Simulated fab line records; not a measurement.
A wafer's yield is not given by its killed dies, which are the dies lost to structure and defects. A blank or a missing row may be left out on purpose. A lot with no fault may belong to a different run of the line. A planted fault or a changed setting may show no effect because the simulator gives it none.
Matching of chambers | flow gf180mcu | rie-diel-02 running GF_V2_ETCH_16: 4 sister chambers
The step etches BARC in N2/H2. 4 wafers are shown with their chamber, then 7 later ones without.

WAFERS PAIRED WITH THEIR CHAMBERS
wafer  | chamber | drypump-motor-current-A (A)
L513.6 | 3       | 5.1
L525.4 | 0       | 5.0
L526.3 | 1       | 5.7
L526.4 | 2       | 5.6

WAFERS WITH NO CHAMBER GIVEN
wafer  | drypump-motor-current-A (A)
L526.6 | 5.5
L528.1 | 5.1
L528.2 | 5.7
L528.3 | 5.0
L529.4 | 5.0
L529.5 | 5.0
L529.6 | 5.7

EACH ONE'S CHAMBER
wafer  | from the rows above | in truth
L526.6 | 2                   | 2
L528.1 | 3                   | 3
L528.2 | 1                   | 1
L528.3 | 0                   | 0
L529.4 | 0                   | 0
L529.5 | 0                   | 0
L529.6 | 1                   | 1
Correctly placed: 7 of 7. Left unplaced by these rows: 0. Number placed wrongly: 0.
How it was worked out, from the rows above alone: a wafer's distance from a chamber is the root of the sum, over the readings, of the square of ((its reading less the chamber's mean) divided by the reading's scatter). If the next closest chamber is less than 2 further off than the closest, the wafer can't be placed; otherwise it belongs to the closest. A chamber's mean is the mean of its shown wafers. The scatter: root of mean squared gap, hidden wafer to nearest shown wafer, with one shown wafer a chamber.
